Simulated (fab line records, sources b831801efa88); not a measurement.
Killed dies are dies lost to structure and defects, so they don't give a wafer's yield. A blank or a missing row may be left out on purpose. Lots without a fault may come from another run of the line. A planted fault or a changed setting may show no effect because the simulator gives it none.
Problem report in the 8D (eight disciplines) form, filled by code | flow gf180mcu | the parts of the form that need people (team, actions taken, sign-off) are left out

1. THE PROBLEM
bias_w at GF_POLY_GATE_ETCH_12 reads a mean of 114.53 W on 2 wafers of 2 lots; wafers without a fault read 100.04 W with a standard deviation of 0.29. That is +50 standard deviations from the usual mean.
The step: etches BARC in N2/H2.
First seen on wafer L781.4, day 12 21:22, on rie_diel-01. The record holds 36 wafers of 12 lots with a number at this step. Rule for "out", or "out of limits": more than 4 standard deviations from the usual mean. The other wafers with a number count as sound.

2. WHAT IT IS AND WHAT IT IS NOT
question                    | is                | is not
which readings at this step | bias_w            | chamber_pressure_mTorr, drypump_motor_current_A, oes_product_au, throttle_valve_pct
which lots                  | L781, L782        | L769, L770, L772, L774, L776, L777, L780, L786, L789, L792
which wafers of those lots  | L781.4, L782.1    | L781.5, L781.6, L782.2, L782.3
read on which tools         | rie_diel-01       | rie_diel-03, rie_diel-04
when                        | from day 12 21:22 | up to then (23 sound wafers); but 11 sound wafers of L782, L786, L789, L792 came after

3. SUSPECTS, AND WHAT RULES EACH OUT
Counting: a tool at a process step up to the reading stays a suspect if it ran every lot that is out. Sound lots after the first of them don't rule it out here, since some wafers of a struck lot are sound.
- plasma_asher-04 at GF_MVSD_STRIP_10 (strips in O2/N2): kept. It ran every lot that is out, first L781 (day 7 08:53); its last sound lot up to then is L770 (day 4 16:00).
- rie_diel-01 at GF_POLY_GATE_ETCH_12 (etches BARC in N2/H2): kept. It ran every lot that is out, first L781 (day 12 21:22); its last sound lot up to then is L777 (day 11 12:59). Its own readings are out on those wafers: bias_w.
- Within rie_diel-01 at GF_POLY_GATE_ETCH_12: the wafers that are out ran in chamber 1; their sound lot-mates ran in chambers 0, 2, 3.
Left after counting: plasma_asher-04 at GF_MVSD_STRIP_10, rie_diel-01 at GF_POLY_GATE_ETCH_12.

4. THE CAUSE (what the simulator had put in)
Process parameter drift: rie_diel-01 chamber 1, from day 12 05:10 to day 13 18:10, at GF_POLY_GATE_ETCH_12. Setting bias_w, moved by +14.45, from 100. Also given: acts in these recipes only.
Counting left 2 suspects, and this tool is among them.

5. THE CHAIN OF EFFECTS, in route order
Each row: a reading whose mean over the struck wafers that have a number lies more than 3 standard deviations from the usual. Only readings for which the record gives a usual standard deviation are gone through. hours: the time from each lot's start at the first step in this table that gives one to its start at this step, as a median over the lots. sigmas: the change in usual standard deviations.
hours | step                    | reading         | usual    | on struck wafers | change | sigmas
0     | GF_POLY_GATE_ETCH_12    | bias_w          | 100.04 W | 114.53           | +14.49 | +50
473   | GF_PASSIVATION_PROBE_99 | killed_at_other | 0.1      | 1.0              | +0.9   | +3.1
The process steps in it:
- GF_POLY_GATE_ETCH_12: etches BARC in N2/H2.
- GF_PASSIVATION_PROBE_99
Later measuring or inspecting steps at which every struck wafer that the step has a row for has a number for every such reading, and none has moved that far: GF_M1_OVL_MEAS_15.

6. WHAT WOULD HAVE CAUGHT IT SOONER
In this record the first reading out of limits was taken at day 12 21:22, 16 hours after the fault began at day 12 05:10.
